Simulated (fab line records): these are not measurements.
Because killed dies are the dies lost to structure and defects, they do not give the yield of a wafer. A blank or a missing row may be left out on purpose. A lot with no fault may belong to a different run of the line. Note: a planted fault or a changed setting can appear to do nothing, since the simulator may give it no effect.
Comparing a struck lot with a sound one / flow sky130 / 38 out of 708 route steps
Sound: the wafers L279.3, L279.5, L279.6. Struck: wafers L269.1, L269.3, L269.4. The cause is named last.
At each step with rows: each side's tool, then ch and its chambers, then its first start. Under that, the readings that differ: sound wafers / struck wafers / difference of the means / sigmas: that difference in standard deviations of wafers without a fault.
alike: same words and numbers on both sides, and readings whose means sit less than 2 such deviations apart. not compared: any withheld reading, any reading some wafer has no value for, any bound like >300 that may hide the same value, and any number with overlapping values for which the record gives no deviation.
Wherever a step has rows on one side only, a row that says differs or no value, or a row with sigmas, the two part there. When numbers do not overlap yet have no deviation, they are printed without sigmas and do not part them. Lack of a reading on every wafer of one side parts them only where that side has two or more wafers.

first, 10 steps without rows for these wafers: SKY_RES_PROTECT_DEHYDRATE_00 (time 60 s); SKY_RES_PROTECT_HMDS_01 (prime time 60 s); SKY_RES_PROTECT_COAT_02 (resist thk 1140 nm); SKY_RES_PROTECT_SOFTBAKE_03 (time 60 s); SKY_RES_PROTECT_EXPOSE_04 (exposes mask RPM, target cd 1270 nm); SKY_RES_PROTECT_PEB_05; SKY_RES_PROTECT_DEVELOP_06 (develop time 60 s); SKY_POLY_GATE_IMPLANT_02; SKY_RES_PROTECT_STRIP_07 (strips in O2/N2); SKY_RES_PROTECT_CLEAN_09 (cleans in SC1/SC2, time 150 s).
SKY_POLY_GATE_CVD_03: deposits Si3N4 from DCS/NH3, target thk 75 nm, time 1290 s.
  sound on lpcvd-02 ch 1, day 21 23:11; struck on lpcvd-02 ch 0, day 18 06:30
reading=zone_power_upper_pct (%); sound=12.5 12.4 12.6; struck=13.6 13.8 13.6; difference=+1.2; sigmas=+2
reading=model.Si3N4_of_POLY_GATE_CVD_03.thk_nm (nm); sound=75.04 75.12 75.08; struck=135.9 136.3 136.2; difference=+61.1; sigmas=
  alike: spike_tc_top_C, zone_power_centre_pct
SKY_POLY_GATE_THK_MEAS_04:
  sound on film_metro-01, day 22 00:34; struck on film_metro-02, day 18 07:52
reading=POLY_GATE_CVD_03_THK (nm); sound=75.0 75.1 75.1; struck=135.9 136.4 136.2; difference=+61.1; sigmas=+80
then, 9 steps without rows for these wafers: SKY_POLY_GATE_DEHYDRATE_05 (time 60 s); SKY_POLY_GATE_HMDS_06 (prime time 60 s); SKY_POLY_GATE_COAT_07 (resist thk 110 nm); SKY_POLY_GATE_COAT_08 (resist thk 450 nm); SKY_POLY_GATE_SOFTBAKE_09 (time 90 s); SKY_POLY_GATE_EXPOSE_10 (exposes mask P1M, target cd 150 nm); SKY_POLY_GATE_PEB_11; SKY_POLY_GATE_DEVELOP_12 (develop time 60 s); SKY_POLY_GATE_ETCH_15 (etches BARC in N2/H2, stops on SiO2, time 118.5 s, target depth 110 nm).
SKY_POLY_GATE_ETCH_16: etches Si3N4 in CH3F/O2, stops on poly-Si, time 147.5 s, target depth 75 nm.
  sound on rie_diel-04 ch 0,1,2, day 23 07:23; struck on rie_diel-04 ch 0,2,3, day 19 14:31
reading=oes_product_au (a.u.); sound=0.644 0.642 0.636; struck=0.854 0.859 0.844; difference=+0.212; sigmas=+42
reading=throttle_valve_pct (%); sound=10.533 10.541 10.543; struck=10.552 10.565 10.563; difference=+0.021; sigmas=+2
reading=model.etch.depth_nm (nm); sound=75.04 75.12 75.08; struck=135.9 136.3 136.2; difference=+61.1; sigmas=
  alike: drypump_motor_current_A
  not compared: rf_hours_counter_h
then, 13 steps without rows for these wafers: SKY_POLY_GATE_ETCH_17 (etches poly-Si in HBr/Cl2, stops on SiO2, target depth 180 nm, time 70.5 s); SKY_POLY_GATE_STRIP_18 (strips in O2/N2); SKY_POLY_GATE_CLEAN_19 (cleans in SC1/SC2, time 150 s); SKY_POLY_GATE_OXIDATION_20 (stabilise 600 s, purge 300 s, target thk 4 nm); SKY_LDD_N_DEHYDRATE_00 (time 60 s); SKY_LDD_N_HMDS_01 (prime time 60 s); SKY_LDD_N_COAT_02 (resist thk 300 nm); SKY_LDD_N_SOFTBAKE_03 (time 60 s); SKY_LDD_N_EXPOSE_04 (exposes mask NTM, target cd 840 nm); SKY_LDD_N_PEB_05; SKY_LDD_N_DEVELOP_06 (develop time 60 s); SKY_LDD_N_IMPLANT_08; SKY_LDD_N_IMPLANT_09.
-- here the record skips 7 days between the struck wafers' starts before and after, leaving off in module LDD_N and picking up in module LDD_LDN (first step shown: number 303 of the route) --
SKY_LDD_LDN_CLEAN_14: cleans in SC1/SC2, time 150 s.
  sound on wet_bench-03 ch 2, day 29 13:19; struck on wet_bench-04 ch 2, day 26 02:39
reading=model.Si3N4_of_POLY_GATE_CVD_03.thk_nm (nm); sound=74.9 74.98 74.95; struck=135.7 136.2 136.1; difference=+61.1; sigmas=
SKY_POLY_CUT_ETCH_11: etches Si3N4 in CF4/CH2F2/Ar, stops on poly-Si, time 42.5 s, target depth 60 nm.
  sound on rie_diel-04 ch 1,2,3, day 30 20:07; struck on rie_diel-01 ch 0,1,3, day 27 10:43
reading=oes_product_au (a.u.); sound=0.830 0.827 0.825; struck=1.009 1.004 0.991; difference=+0.174; sigmas=+28
reading=model.etch.depth_nm (nm); sound=62.02 62.11 62.17; struck=85.68 84.75 82.88; difference=+22.34; sigmas=
reading=model.POLY_CUT.feature_depth_nm (nm); sound=62.02 62.11 62.17; struck=85.68 84.75 82.88; difference=+22.34; sigmas=
  alike: drypump_motor_current_A, throttle_valve_pct
  not compared: rf_hours_counter_h
-- here the record skips 21 days between the struck wafers' starts before and after, leaving off in module POLY_CUT and picking up in module PAD_OPEN (first step shown: number 708 of the route) --
SKY_PAD_OPEN_PROBE_99:
  only the struck wafers here have rows in the record (prober-02, day 48 01:05); the sound ones have none

== WHERE THEY PART ==
Last at SKY_PAD_OPEN_PROBE_99 as far as this record goes, first at SKY_POLY_GATE_CVD_03.

WHY: whatever the simulator had introduced
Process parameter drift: lpcvd-02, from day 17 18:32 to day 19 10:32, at SKY_POLY_GATE_CVD_03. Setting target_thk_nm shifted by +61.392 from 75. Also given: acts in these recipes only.
